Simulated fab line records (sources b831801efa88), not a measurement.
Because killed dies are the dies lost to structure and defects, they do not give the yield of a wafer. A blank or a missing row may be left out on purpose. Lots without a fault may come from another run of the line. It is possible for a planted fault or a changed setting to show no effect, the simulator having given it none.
fab line records | flow gf180mcu
record: lots: 24 | wafers: 72 | last-day: 34
route steps=602 shown M2@365 V2@398 V4@478 MIM@514 M5@534
lots that met no fault: taken from a fault-free run of the same line
start-h: hours from the record's opening day to when the first of the lot's shown wafers began | wait-h: time in hours since the lot's previous step | " unchanged from the row above | L1.1+2: a row that stands for several wafers | - no value, or no start given | * or withheld: withheld | < > ~ a bound
route shown NAME@n: names a module that has steps shown in the file, with the first one's number in the route | usual: mean/standard deviation of fault-free wafers | same: alike in all rows | chamber/n: place in a boat | sites: the reading at each site | _std_site: how widely they spread, as a standard deviation | _edge_site: outer sites' mean less inner sites' | radius-mm: for every site, how far away it sits from the centre of the wafer | mask NAME#n: copy n | behind: tool/chamber where the wafer was last shaped | hold: reason for holding the lot/hours on hold/outcome of the hold | device: the n, p or np transistor that did not switch | end of line: tests run on the same wafers once the route is complete | a step without rows: its recipe alone | killed: count of dies lost to structure and defects at first sort (not the wafer's yield) | map: shows each die of a wafer: x if killed, . if not, _ if none is there
set.NAME: the run value of the setting; set.NAME@STEP: its run value at that earlier step | model.NAME: the simulator's own value behind a step, which no gauge read
the route's steps for a sample of lots (tables are steps, rows are wafers)
services: from which hour (start-h, from the record's first day; less than 0 if before it) a tool's chamber was out of use, for how many hours, and why
== steps ==
step: GF_M2_SPUTTER_03
recipe: material: Ti | target-thk-nm: 10 | substrate-temp-c: 300 | chamber-pressure-pa: 0.3 | power-w: 3000 | time-s: 6.7
usual: throttle-valve-pct: 30.4/1.5
lot.wafer | tool           | chamber | start-h | wait-h | throttle-valve-pct
L074.3    | pvd-sputter-04 | -       | 414.93  | 0.0    | 32.6
L074.5    | "              | -       | "       | "      | 32.7
L074.6    | "              | -       | "       | "      | 32.1
L075.1    | pvd-sputter-03 | -       | 427.68  | 0.0    | 29.6
L075.2    | "              | -       | "       | "      | 30.4
L075.5    | "              | -       | "       | "      | 31.2
L076.2    | pvd-sputter-04 | -       | 432.80  | 0.0    | 32.7
L076.4    | "              | -       | "       | "      | 27.6
L076.5    | "              | -       | "       | "      | 32.6
L077.3    | pvd-sputter-04 | -       | 445.92  | 0.0    | 31.9
L077.5    | "              | -       | "       | "      | 31.8
L077.6    | "              | -       | "       | "      | 32.7
L078.2    | pvd-sputter-04 | -       | 460.52  | 0.0    | 31.9
L078.3    | "              | -       | "       | "      | 29.4
L078.4    | "              | -       | "       | "      | 32.4
L079.1    | pvd-sputter-03 | -       | 462.28  | 0.0    | 30.6
L079.4    | "              | -       | "       | "      | 29.6
L079.5    | "              | -       | "       | "      | 30.2
L080.1    | pvd-sputter-04 | -       | 482.34  | 0.0    | 27.6
L080.4    | "              | -       | "       | "      | 32.4
L080.5    | "              | -       | "       | "      | 32.2
L081.1    | pvd-sputter-04 | -       | 488.90  | 0.0    | 27.7
L081.2    | "              | -       | "       | "      | 32.8
L081.4    | "              | -       | "       | "      | 29.6
L082.1    | pvd-sputter-02 | -       | 489.29  | 0.0    | 30.1
L082.2    | "              | -       | "       | "      | 29.8
L082.3    | "              | -       | "       | "      | 29.5
L084.1    | pvd-sputter-03 | -       | 503.98  | 0.0    | 30.2
L084.2    | "              | -       | "       | "      | 29.6
L084.3    | "              | -       | "       | "      | 30.8
L083.1    | pvd-sputter-02 | -       | 507.50  | 0.0    | 32.4
L083.2    | "              | -       | "       | "      | 29.7
L083.6    | "              | -       | "       | "      | 32.2
L085.1    | pvd-sputter-03 | -       | 524.09  | 0.0    | 29.6
L085.3    | "              | -       | "       | "      | 30.2
L085.4    | "              | -       | "       | "      | 30.7
L086.4    | pvd-sputter-04 | -       | 527.47  | 0.0    | 27.7
L086.5    | "              | -       | "       | "      | 29.9
L086.6    | "              | -       | "       | "      | 32.5
L087.1    | pvd-sputter-03 | -       | 537.11  | 0.0    | 30.3
L087.5    | "              | -       | "       | "      | 31.1
L087.6    | "              | -       | "       | "      | 29.8
L088.1    | pvd-sputter-03 | -       | 540.69  | 0.0    | 30.1
L088.2    | "              | -       | "       | "      | 29.8
L088.3    | "              | -       | "       | "      | 30.7
L089.1    | pvd-sputter-03 | -       | 546.96  | 0.0    | 29.8
L089.2    | "              | -       | "       | "      | 29.7
L089.6    | "              | -       | "       | "      | 31.1
L090.1    | pvd-sputter-04 | -       | 551.29  | 0.0    | 27.7
L090.3    | "              | -       | "       | "      | 32.1
L090.6    | "              | -       | "       | "      | 32.5
L091.1    | pvd-sputter-03 | -       | 559.60  | 0.0    | 30.5
L091.2    | "              | -       | "       | "      | 29.6
L091.5    | "              | -       | "       | "      | 29.6
L092.1    | pvd-sputter-04 | -       | 571.11  | 0.0    | 32.1
L092.3    | "              | -       | "       | "      | 32.7
L092.6    | "              | -       | "       | "      | 27.6
L093.3    | pvd-sputter-03 | -       | 581.00  | 0.0    | 29.6
L093.5    | "              | -       | "       | "      | 31.0
L093.6    | "              | -       | "       | "      | 29.4
L094.1    | pvd-sputter-04 | -       | 586.59  | 0.0    | 32.1
L094.2    | "              | -       | "       | "      | 27.6
L094.5    | "              | -       | "       | "      | 29.2
L095.1    | pvd-sputter-03 | -       | 592.90  | 0.0    | 30.9
L095.3    | "              | -       | "       | "      | 29.8
L095.6    | "              | -       | "       | "      | 29.8
L096.1    | pvd-sputter-03 | -       | 612.19  | 0.0    | 29.7
L096.2    | "              | -       | "       | "      | 29.7
L096.5    | "              | -       | "       | "      | 30.3
L097.1    | pvd-sputter-04 | -       | 613.51  | 0.0    | 27.9
L097.2    | "              | -       | "       | "      | 32.1
L097.4    | "              | -       | "       | "      | 29.4
step: GF_V2_ETCH_16
recipe: chemistry: N2/H2 | target-depth-a: withheld | overetch-a: withheld | time-s: withheld | target: BARC | ion-energy-ev: 200 | source-w: 500 | bias-w: 100 | pressure-mtorr: 30 | n2-flow-sccm: 100 | h2-flow-sccm: 200
usual: chamber-pressure-mTorr: 30.000/0.028 | drypump-motor-current-A: 5.7/0.31 | oes-product-au: 0.855/0.0047 | throttle-valve-pct: 13.225/0.0099
lot.wafer | tool        | chamber | start-h | wait-h | chamber-pressure-mTorr | drypump-motor-current-A | oes-product-au | throttle-valve-pct
L074.3    | rie-diel-03 | 0       | 464.47  | 0.0    | 29.983                 | 5.3                     | 0.854          | 13.236
L074.5    | "           | 2       | "       | "      | 30.000                 | 6.1                     | 0.858          | 13.228
L074.6    | "           | 1       | "       | "      | 30.009                 | 6.2                     | 0.849          | 13.230
L075.1    | rie-diel-04 | 0       | 477.89  | 0.0    | 30.031                 | 6.0                     | 0.853          | 13.211
L075.2    | "           | 3       | "       | "      | 30.016                 | 6.0                     | 0.845          | 13.231
L075.5    | "           | 2       | "       | "      | 30.004                 | 5.9                     | 0.860          | 13.218
L076.2    | rie-diel-02 | 3       | 482.92  | 0.0    | 30.043                 | 5.5                     | 0.859          | 13.239
L076.4    | "           | 1       | "       | "      | 30.043                 | 5.6                     | 0.856          | 13.213
L076.5    | "           | 3       | "       | "      | 30.001                 | 5.5                     | 0.854          | 13.224
L077.3    | rie-diel-04 | 3       | 496.32  | 0.0    | 30.013                 | 6.0                     | 0.855          | 13.226
L077.5    | "           | 2       | "       | "      | 29.986                 | 5.9                     | 0.847          | 13.218
L077.6    | "           | 3       | "       | "      | 29.987                 | 6.0                     | 0.848          | 13.232
L078.2    | rie-diel-02 | 3       | 509.14  | 0.0    | 29.953                 | 5.6                     | 0.858          | 13.221
L078.3    | "           | 0       | "       | "      | 29.968                 | 6.0                     | 0.856          | 13.227
L078.4    | "           | 2       | "       | "      | 29.977                 | 5.3                     | 0.853          | 13.231
L079.1    | rie-diel-02 | 3       | 511.32  | 0.0    | 30.009                 | 5.6                     | 0.864          | 13.231
L079.4    | "           | 1       | "       | "      | 29.973                 | 5.6                     | 0.855          | 13.223
L079.5    | "           | 2       | "       | "      | 29.985                 | 5.3                     | 0.858          | 13.225
L080.1    | rie-diel-04 | 3       | 531.54  | 0.0    | 30.041                 | 6.0                     | 0.864          | 13.211
L080.4    | "           | 2       | "       | "      | 30.033                 | 5.9                     | 0.853          | 13.229
L080.5    | "           | 1       | "       | "      | 30.038                 | 5.6                     | 0.857          | 13.218
L081.1    | rie-diel-03 | 2       | 537.24  | 0.0    | 30.025                 | 6.1                     | 0.847          | 13.214
L081.2    | "           | 0       | "       | "      | 29.971                 | 5.3                     | 0.860          | 13.222
L081.4    | "           | 1       | "       | "      | 29.986                 | 6.2                     | 0.863          | 13.227
L082.1    | rie-diel-04 | 1       | 537.59  | 0.0    | 30.040                 | 5.6                     | 0.858          | 13.237
L082.2    | "           | 2       | "       | "      | 29.998                 | 5.9                     | 0.855          | 13.222
L082.3    | "           | 3       | "       | "      | 29.974                 | 6.0                     | 0.855          | 13.216
L084.1    | rie-diel-03 | 2       | 550.52  | 0.0    | 29.974                 | 6.1                     | 0.852          | 13.200
L084.2    | "           | 1       | "       | "      | 30.003                 | 6.2                     | 0.844          | 13.222
L084.3    | "           | 3       | "       | "      | 29.955                 | 5.3                     | 0.845          | 13.213
L083.1    | rie-diel-02 | 1       | 555.32  | 0.0    | 30.021                 | 5.6                     | 0.852          | 13.221
L083.2    | "           | 3       | "       | "      | 29.929                 | 5.5                     | 0.856          | 13.217
L083.6    | "           | 0       | "       | "      | 30.035                 | 6.0                     | 0.846          | 13.213
L085.1    | rie-diel-03 | 2       | 570.84  | 0.0    | 29.981                 | 6.1                     | 0.846          | 13.215
L085.3    | "           | 1       | "       | "      | 29.992                 | 6.2                     | 0.855          | 13.211
L085.4    | "           | 1       | "       | "      | 30.000                 | 6.1                     | 0.854          | 13.225
L086.4    | rie-diel-04 | 0       | 573.64  | 0.0    | 30.006                 | 6.1                     | 0.847          | 13.230
L086.5    | "           | 1       | "       | "      | 29.979                 | 5.5                     | 0.849          | 13.219
L086.6    | "           | 2       | "       | "      | 29.994                 | 5.9                     | 0.853          | 13.225
L087.1    | rie-diel-03 | 0       | 583.04  | 0.0    | 30.011                 | 5.3                     | 0.860          | 13.216
L087.5    | "           | 2       | "       | "      | 30.027                 | 6.1                     | 0.858          | 13.218
L087.6    | "           | 1       | "       | "      | 29.954                 | 6.2                     | 0.856          | 13.225
L088.1    | rie-diel-03 | 0       | 587.39  | 0.0    | 29.995                 | 5.3                     | 0.860          | 13.232
L088.2    | "           | 3       | "       | "      | 30.027                 | 5.3                     | 0.855          | 13.242
L088.3    | "           | 2       | "       | "      | 30.033                 | 6.1                     | 0.854          | 13.208
L089.1    | rie-diel-04 | 0       | 592.27  | 0.0    | 29.989                 | 6.0                     | 0.852          | 13.218
L089.2    | "           | 1       | "       | "      | 30.026                 | 5.6                     | 0.858          | 13.225
L089.6    | "           | 1       | "       | "      | 30.004                 | 5.5                     | 0.859          | 13.230
L090.1    | rie-diel-04 | 2       | 596.14  | 0.0    | 29.966                 | 5.9                     | 0.858          | 13.225
L090.3    | "           | 0       | "       | "      | 29.923                 | 6.1                     | 0.852          | 13.245
L090.6    | "           | 1       | "       | "      | 29.987                 | 5.5                     | 0.856          | 13.230
L091.1    | rie-diel-04 | 2       | 603.99  | 0.0    | 29.991                 | 5.9                     | 0.853          | 13.222
L091.2    | "           | 0       | "       | "      | 30.031                 | 6.0                     | 0.853          | 13.219
L091.5    | "           | 2       | "       | "      | 30.026                 | 5.9                     | 0.854          | 13.227
L092.1    | rie-diel-03 | 0       | 615.32  | 0.0    | 29.957                 | 5.3                     | 0.862          | 13.244
L092.3    | "           | 2       | "       | "      | 29.982                 | 6.1                     | 0.851          | 13.249
L092.6    | "           | 2       | "       | "      | 29.989                 | 6.0                     | 0.854          | 13.224
L093.3    | rie-diel-02 | 3       | 625.17  | 0.0    | 30.002                 | 5.5                     | 0.850          | 13.224
L093.5    | "           | 1       | "       | "      | 30.001                 | 5.6                     | 0.859          | 13.204
L093.6    | "           | 0       | "       | "      | 30.003                 | 6.0                     | 0.855          | 13.230
L094.1    | rie-diel-02 | 0       | 630.32  | 0.0    | 30.016                 | 6.0                     | 0.859          | 13.230
L094.2    | "           | 3       | "       | "      | 30.002                 | 5.5                     | 0.858          | 13.221
L094.5    | "           | 1       | "       | "      | 29.988                 | 5.6                     | 0.855          | 13.231
L095.1    | rie-diel-02 | 0       | 636.29  | 0.0    | 30.036                 | 6.0                     | 0.857          | 13.241
L095.3    | "           | 1       | "       | "      | 30.017                 | 5.6                     | 0.855          | 13.235
L095.6    | "           | 3       | "       | "      | 30.013                 | 5.5                     | 0.847          | 13.228
L096.1    | rie-diel-03 | 1       | 654.99  | 0.0    | 29.939                 | 6.1                     | 0.863          | 13.227
L096.2    | "           | 3       | "       | "      | 30.018                 | 5.3                     | 0.854          | 13.216
L096.5    | "           | 3       | "       | "      | 29.988                 | 5.3                     | 0.866          | 13.222
L097.1    | rie-diel-03 | 3       | 655.67  | 0.0    | 30.045                 | 5.3                     | 0.853          | 13.230
L097.2    | "           | 1       | "       | "      | 30.012                 | 6.2                     | 0.853          | 13.231
L097.4    | "           | 3       | "       | "      | 29.990                 | 5.3                     | 0.855          | 13.221
step: GF_V4_CVD_02
recipe: material: SiO2 | target-thk-nm: 850 | precursor: TEOS | temp-c: 400 | time-s: 94.851 | rf-w: 600
usual: heater-power-w: 638/100
lot.wafer | tool     | chamber | start-h | wait-h | heater-power-w
L074.3    | pecvd-01 | 1       | 541.38  | 0.0    | 549
L074.5    | "        | 0       | "       | "      | 575
L074.6    | "        | 2       | "       | "      | 672
L075.1    | pecvd-04 | 0       | 553.23  | 0.1    | 652
L075.2    | "        | 2       | "       | "      | 783
L075.5    | "        | 2       | "       | "      | 806
L076.2    | pecvd-04 | 1       | 557.66  | 0.0    | 701
L076.4    | "        | 0       | "       | "      | 635
L076.5    | "        | 1       | "       | "      | 567
L077.3    | pecvd-02 | 0       | 570.89  | 0.0    | 581
L077.5    | "        | 0       | "       | "      | 606
L077.6    | "        | 2       | "       | "      | 540
L078.2    | pecvd-01 | 2       | 582.35  | 0.0    | 694
L078.3    | "        | 0       | "       | "      | 638
L078.4    | "        | 0       | "       | "      | 497
L079.1    | pecvd-02 | 1       | 584.79  | 0.1    | 766
L079.4    | "        | 1       | "       | "      | 824
L079.5    | "        | 2       | "       | "      | 480
L080.1    | pecvd-04 | 0       | 602.75  | 0.1    | 540
L080.4    | "        | 0       | "       | "      | 594
L080.5    | "        | 2       | "       | "      | 783
L081.1    | pecvd-02 | 2       | 608.31  | 0.1    | 555
L081.2    | "        | 1       | "       | "      | 743
L081.4    | "        | 2       | "       | "      | 583
L082.1    | pecvd-01 | 1       | 610.21  | 0.1    | 593
L082.2    | "        | 0       | "       | "      | 633
L082.3    | "        | 2       | "       | "      | 683
L084.1    | pecvd-01 | 2       | 621.11  | 0.1    | 699
L084.2    | "        | 1       | "       | "      | 595
L084.3    | "        | 0       | "       | "      | 601
L083.1    | pecvd-01 | 0       | 625.22  | 0.1    | 586
L083.2    | "        | 1       | "       | "      | 530
L083.6    | "        | 1       | "       | "      | 572
L085.1    | pecvd-04 | 1       | 638.99  | 0.1    | 583
L085.3    | "        | 0       | "       | "      | 648
L085.4    | "        | 1       | "       | "      | 635
L086.4    | pecvd-02 | 1       | 642.39  | 0.1    | 719
L086.5    | "        | 2       | "       | "      | 462
L086.6    | "        | 0       | "       | "      | 589
L087.1    | pecvd-01 | 0       | 651.86  | 0.1    | 556
L087.5    | "        | 2       | "       | "      | 790
L087.6    | "        | 0       | "       | "      | 605
L088.1    | pecvd-01 | 2       | 654.79  | 0.1    | 801
L088.2    | "        | 0       | "       | "      | 496
L088.3    | "        | 1       | "       | "      | 601
L089.1    | pecvd-04 | 0       | 659.46  | 0.1    | 592
L089.2    | "        | 2       | "       | "      | 781
L089.6    | "        | 1       | "       | "      | 679
L090.1    | pecvd-01 | 0       | 662.70  | 0.1    | 613
L090.3    | "        | 1       | "       | "      | 582
L090.6    | "        | 2       | "       | "      | 683
L091.1    | pecvd-01 | 1       | 670.51  | 0.1    | 471
L091.2    | "        | 0       | "       | "      | 591
L091.5    | "        | 2       | "       | "      | 797
L092.1    | pecvd-04 | 2       | 681.29  | 0.1    | 763
L092.3    | "        | 1       | "       | "      | 692
L092.6    | "        | 1       | "       | "      | 573
L093.3    | pecvd-01 | 0       | 689.30  | 0.0    | 585
L093.5    | "        | 0       | "       | "      | 620
L093.6    | "        | 2       | "       | "      | 841
L094.1    | pecvd-04 | 2       | 694.94  | 0.1    | 761
L094.2    | "        | 0       | "       | "      | 598
L094.5    | "        | 2       | "       | "      | 787
L095.1    | pecvd-02 | 1       | 699.40  | 0.1    | 772
L095.3    | "        | 2       | "       | "      | 494
L095.6    | "        | 1       | "       | "      | 644
L096.1    | pecvd-04 | 2       | 716.44  | 0.1    | 777
L096.2    | "        | 0       | "       | "      | 626
L096.5    | "        | 0       | "       | "      | 649
L097.1    | pecvd-01 | 0       | 718.36  | 0.1    | 550
L097.2    | "        | 2       | "       | "      | 673
L097.4    | "        | 1       | "       | "      | 594
step: GF_V4_OVL_MEAS_15
usual: V4_OVL: 3/4.5
lot.wafer | tool       | chamber | start-h | wait-h | V4_OVL[nm]
L074.3    | overlay-01 | -       | 564.10  | 0.1    | 2
L074.5    | "          | -       | "       | "      | 6
L074.6    | "          | -       | "       | "      | 3
L075.1    | overlay-01 | -       | 576.28  | 0.1    | 4
L075.2    | "          | -       | "       | "      | 1
L075.5    | "          | -       | "       | "      | 1
L076.2    | overlay-02 | -       | 580.59  | 0.1    | -2
L076.4    | "          | -       | "       | "      | -2
L076.5    | "          | -       | "       | "      | 5
L077.3    | overlay-02 | -       | 593.01  | 0.1    | 6
L077.5    | "          | -       | "       | "      | 2
L077.6    | "          | -       | "       | "      | 2
L078.2    | overlay-01 | -       | 603.89  | 0.1    | 7
L078.3    | "          | -       | "       | "      | 4
L078.4    | "          | -       | "       | "      | 1
L079.1    | overlay-01 | -       | 607.08  | 0.1    | 6
L079.4    | "          | -       | "       | "      | 5
L079.5    | "          | -       | "       | "      | 3
L080.1    | overlay-02 | -       | 624.00  | 0.1    | -1
L080.4    | "          | -       | "       | "      | 7
L080.5    | "          | -       | "       | "      | 0
L081.1    | overlay-01 | -       | 629.93  | 0.1    | 3
L081.2    | "          | -       | "       | "      | 2
L081.4    | "          | -       | "       | "      | 6
L082.1    | overlay-01 | -       | 631.40  | 0.1    | 5
L082.2    | "          | -       | "       | "      | 3
L082.3    | "          | -       | "       | "      | 6
L084.1    | overlay-01 | -       | 642.18  | 0.1    | -6
L084.2    | "          | -       | "       | "      | 5
L084.3    | "          | -       | "       | "      | 1
L083.1    | overlay-02 | -       | 645.09  | 0.1    | 5
L083.2    | "          | -       | "       | "      | 6
L083.6    | "          | -       | "       | "      | -3
L085.1    | overlay-02 | -       | 659.98  | 0.1    | 9
L085.3    | "          | -       | "       | "      | 0
L085.4    | "          | -       | "       | "      | 0
L086.4    | overlay-02 | -       | 662.60  | 0.1    | 2
L086.5    | "          | -       | "       | "      | 5
L086.6    | "          | -       | "       | "      | 0
L087.1    | overlay-02 | -       | 672.09  | 0.1    | -2
L087.5    | "          | -       | "       | "      | -3
L087.6    | "          | -       | "       | "      | -7
L088.1    | overlay-01 | -       | 674.24  | 0.1    | 1
L088.2    | "          | -       | "       | "      | 1
L088.3    | "          | -       | "       | "      | 7
L089.1    | overlay-02 | -       | 679.30  | 0.1    | 4
L089.2    | "          | -       | "       | "      | 3
L089.6    | "          | -       | "       | "      | 6
L090.1    | overlay-01 | -       | 682.78  | 0.1    | 1
L090.3    | "          | -       | "       | "      | 2
L090.6    | "          | -       | "       | "      | -7
L091.1    | overlay-01 | -       | 690.10  | 0.1    | -1
L091.2    | "          | -       | "       | "      | -3
L091.5    | "          | -       | "       | "      | -8
L092.1    | overlay-02 | -       | 700.60  | 0.1    | 1
L092.3    | "          | -       | "       | "      | 6
L092.6    | "          | -       | "       | "      | 1
L093.3    | overlay-02 | -       | 708.45  | 0.1    | 0
L093.5    | "          | -       | "       | "      | 1
L093.6    | "          | -       | "       | "      | 6
L094.1    | overlay-02 | -       | 714.31  | 0.1    | 7
L094.2    | "          | -       | "       | "      | 6
L094.5    | "          | -       | "       | "      | 6
L095.1    | overlay-02 | -       | 718.30  | 0.1    | 6
L095.3    | "          | -       | "       | "      | 5
L095.6    | "          | -       | "       | "      | 8
L096.1    | overlay-01 | -       | 735.25  | 0.1    | 8
L096.2    | "          | -       | "       | "      | 0
L096.5    | "          | -       | "       | "      | 8
L097.1    | overlay-02 | -       | 736.25  | 0.1    | -8
L097.2    | "          | -       | "       | "      | -7
L097.4    | "          | -       | "       | "      | -3
step: GF_MIM_THK_MEAS_11
recipe: thk-meas-gauge: xrf | reads: AlCu_of_MIM_SPUTTER_08
usual: MIM_ALCU_THK: 198.2/2
lot.wafer | tool          | chamber | start-h | wait-h | MIM_ALCU_THK[nm]
L074.3    | film-metro-02 | -       | 566.04  | 0.1    | 196.6
L074.5    | "             | -       | "       | "      | 198.0
L074.6    | "             | -       | "       | "      | 196.9
L075.1    | film-metro-02 | -       | 578.24  | 0.1    | 198.4
L075.2    | "             | -       | "       | "      | 200.4
L075.5    | "             | -       | "       | "      | 199.4
L076.2    | film-metro-03 | -       | 584.57  | 0.1    | 198.5
L076.4    | "             | -       | "       | "      | 196.8
L076.5    | "             | -       | "       | "      | 198.1
L077.3    | film-metro-04 | -       | 594.94  | 0.1    | 198.7
L077.5    | "             | -       | "       | "      | 198.3
L077.6    | "             | -       | "       | "      | 197.0
L078.2    | film-metro-03 | -       | 605.81  | 0.1    | 197.8
L078.3    | "             | -       | "       | "      | 198.1
L078.4    | "             | -       | "       | "      | 197.9
L079.1    | film-metro-03 | -       | 609.32  | 0.1    | 197.6
L079.4    | "             | -       | "       | "      | 198.3
L079.5    | "             | -       | "       | "      | 197.0
L080.1    | film-metro-03 | -       | 625.92  | 0.1    | 196.2
L080.4    | "             | -       | "       | "      | 196.2
L080.5    | "             | -       | "       | "      | 197.1
L081.1    | film-metro-03 | -       | 631.89  | 0.1    | 198.5
L081.2    | "             | -       | "       | "      | 198.8
L081.4    | "             | -       | "       | "      | 200.1
L082.1    | film-metro-02 | -       | 633.37  | 0.1    | 202.4
L082.2    | "             | -       | "       | "      | 203.3
L082.3    | "             | -       | "       | "      | 203.6
L084.1    | film-metro-02 | -       | 644.27  | 0.1    | 196.5
L084.2    | "             | -       | "       | "      | 198.8
L084.3    | "             | -       | "       | "      | 199.3
L083.1    | film-metro-02 | -       | 647.12  | 0.1    | 199.7
L083.2    | "             | -       | "       | "      | 196.6
L083.6    | "             | -       | "       | "      | 196.8
L085.1    | film-metro-03 | -       | 661.92  | 0.1    | 197.9
L085.3    | "             | -       | "       | "      | 198.0
L085.4    | "             | -       | "       | "      | 196.1
L086.4    | film-metro-03 | -       | 664.55  | 0.1    | 196.9
L086.5    | "             | -       | "       | "      | 193.9
L086.6    | "             | -       | "       | "      | 196.5
L087.1    | film-metro-03 | -       | 674.01  | 0.1    | 194.5
L087.5    | "             | -       | "       | "      | 197.1
L087.6    | "             | -       | "       | "      | 193.2
L088.1    | film-metro-03 | -       | 676.18  | 0.1    | 198.6
L088.2    | "             | -       | "       | "      | 201.7
L088.3    | "             | -       | "       | "      | 201.2
L089.1    | film-metro-02 | -       | 681.24  | 0.1    | 194.9
L089.2    | "             | -       | "       | "      | 199.6
L089.6    | "             | -       | "       | "      | 199.9
L090.1    | film-metro-02 | -       | 684.70  | 0.1    | 199.3
L090.3    | "             | -       | "       | "      | 199.5
L090.6    | "             | -       | "       | "      | 199.1
L091.1    | film-metro-02 | -       | 692.04  | 0.1    | 201.6
L091.2    | "             | -       | "       | "      | 199.2
L091.5    | "             | -       | "       | "      | 198.5
L092.1    | film-metro-02 | -       | 702.57  | 0.1    | 194.8
L092.3    | "             | -       | "       | "      | 195.9
L092.6    | "             | -       | "       | "      | 194.0
L093.3    | film-metro-04 | -       | 710.41  | 0.1    | 198.7
L093.5    | "             | -       | "       | "      | 198.0
L093.6    | "             | -       | "       | "      | 199.0
L094.1    | film-metro-04 | -       | 716.33  | 0.1    | 198.8
L094.2    | "             | -       | "       | "      | 198.0
L094.5    | "             | -       | "       | "      | 196.6
L095.1    | film-metro-02 | -       | 720.39  | 0.1    | 196.2
L095.3    | "             | -       | "       | "      | 196.9
L095.6    | "             | -       | "       | "      | 195.0
L096.1    | film-metro-04 | -       | 737.18  | 0.1    | 198.6
L096.2    | "             | -       | "       | "      | 201.5
L096.5    | "             | -       | "       | "      | 202.1
L097.1    | film-metro-02 | -       | 738.42  | 0.1    | 197.6
L097.2    | "             | -       | "       | "      | 195.9
L097.4    | "             | -       | "       | "      | 196.1
step: GF_M5_OVL_MEAS_08
usual: M5_OVL: -1/4.9
lot.wafer | tool       | chamber | start-h | wait-h | M5_OVL[nm]
L074.3    | overlay-02 | -       | 610.06  | 0.1    | -4
L074.5    | "          | -       | "       | "      | -2
L074.6    | "          | -       | "       | "      | -4
L075.1    | overlay-02 | -       | 620.74  | 0.1    | 10
L075.2    | "          | -       | "       | "      | 1
L075.5    | "          | -       | "       | "      | 1
L076.2    | overlay-01 | -       | 626.84  | 0.1    | -7
L076.4    | "          | -       | "       | "      | -10
L076.5    | "          | -       | "       | "      | -3
L077.3    | overlay-02 | -       | 636.15  | 0.1    | -3
L077.5    | "          | -       | "       | "      | 1
L077.6    | "          | -       | "       | "      | -5
L078.2    | overlay-02 | -       | 647.01  | 0.1    | 5
L078.3    | "          | -       | "       | "      | 5
L078.4    | "          | -       | "       | "      | 11
L079.1    | overlay-01 | -       | 650.78  | 0.1    | 1
L079.4    | "          | -       | "       | "      | -1
L079.5    | "          | -       | "       | "      | -5
L080.1    | overlay-01 | -       | 666.00  | 0.1    | -5
L080.4    | "          | -       | "       | "      | 3
L080.5    | "          | -       | "       | "      | -1
L081.1    | overlay-01 | -       | 672.25  | 0.1    | 0
L081.2    | "          | -       | "       | "      | -5
L081.4    | "          | -       | "       | "      | -2
L082.1    | overlay-02 | -       | 672.68  | 0.1    | -10
L082.2    | "          | -       | "       | "      | -1
L082.3    | "          | -       | "       | "      | -10
L084.1    | overlay-01 | -       | 683.44  | 0.1    | 3
L084.2    | "          | -       | "       | "      | -1
L084.3    | "          | -       | "       | "      | -5
L083.1    | overlay-01 | -       | 686.55  | 0.1    | 0
L083.2    | "          | -       | "       | "      | -7
L083.6    | "          | -       | "       | "      | 1
L085.1    | overlay-02 | -       | 700.44  | 0.1    | -4
L085.3    | "          | -       | "       | "      | -8
L085.4    | "          | -       | "       | "      | 2
L086.4    | overlay-02 | -       | 702.45  | 0.1    | -4
L086.5    | "          | -       | "       | "      | -9
L086.6    | "          | -       | "       | "      | -4
L087.1    | overlay-01 | -       | 711.75  | 0.1    | -3
L087.5    | "          | -       | "       | "      | 8
L087.6    | "          | -       | "       | "      | -3
L088.1    | overlay-01 | -       | 714.36  | 0.1    | -3
L088.2    | "          | -       | "       | "      | 1
L088.3    | "          | -       | "       | "      | 5
L089.1    | overlay-01 | -       | 718.65  | 0.1    | 2
L089.2    | "          | -       | "       | "      | -3
L089.6    | "          | -       | "       | "      | -1
L090.1    | overlay-01 | -       | 721.43  | 0.1    | 0
L090.3    | "          | -       | "       | "      | 5
L090.6    | "          | -       | "       | "      | -6
L091.1    | overlay-01 | -       | 728.39  | 0.1    | -1
L091.2    | "          | -       | "       | "      | 0
L091.5    | "          | -       | "       | "      | 0
L092.1    | overlay-02 | -       | 738.85  | 0.1    | 1
L092.3    | "          | -       | "       | "      | 5
L092.6    | "          | -       | "       | "      | -5
L093.3    | overlay-01 | -       | 745.79  | 0.1    | 4
L093.5    | "          | -       | "       | "      | -2
L093.6    | "          | -       | "       | "      | -4
L094.1    | overlay-01 | -       | 750.79  | 0.1    | 5
L094.2    | "          | -       | "       | "      | -5
L094.5    | "          | -       | "       | "      | 0
L095.1    | overlay-02 | -       | 755.26  | 0.1    | 5
L095.3    | "          | -       | "       | "      | -2
L095.6    | "          | -       | "       | "      | 6
L096.1    | overlay-01 | -       | 770.75  | 0.1    | -6
L096.2    | "          | -       | "       | "      | 1
L096.5    | "          | -       | "       | "      | -1
L097.1    | overlay-01 | -       | 772.23  | 0.1    | -5
L097.2    | "          | -       | "       | "      | -9
L097.4    | "          | -       | "       | "      | -4
== services ==
tool           | chamber | start-h | hours | kind
pvd-sputter-03 | -       | 412.81  | 4.5   | repair
pvd-sputter-04 | -       | 423.87  | 2.7   | repair
pecvd-04       | -       | 444.93  | 2.8   | pm
rie-diel-02    | -       | 454.93  | 0.7   | repair
pvd-sputter-03 | -       | 455.78  | 3.9   | repair
pecvd-04       | 0       | 458.32  | 5.2   | repair
pecvd-01       | -       | 494.22  | 5.5   | pm
pvd-sputter-03 | -       | 494.54  | 2.9   | repair
pecvd-04       | -       | 505.04  | 0.7   | repair
rie-diel-03    | 0       | 514.56  | 21.5  | repair
pecvd-01       | -       | 518.06  | 2.8   | pm
rie-diel-04    | -       | 531.99  | 0.4   | repair
pvd-sputter-03 | -       | 534.30  | 2.5   | repair
rie-diel-04    | 3       | 548.77  | 1.6   | repair
rie-diel-04    | 1       | 574.37  | 8.4   | repair
rie-diel-03    | 2       | 631.65  | 68.9  | repair
pecvd-04       | 2       | 638.46  | 3.5   | repair
pvd-sputter-04 | -       | 655.33  | 0.7   | repair
pecvd-01       | -       | 658.22  | 1.4   | repair
pvd-sputter-04 | -       | 689.03  | 2.5   | repair
pvd-sputter-03 | -       | 692.91  | 1.6   | repair
rie-diel-04    | 2       | 695.71  | 7.7   | repair
pecvd-01       | -       | 702.03  | 6.1   | repair
pvd-sputter-03 | -       | 704.53  | 3.1   | repair
== key ==
fault none
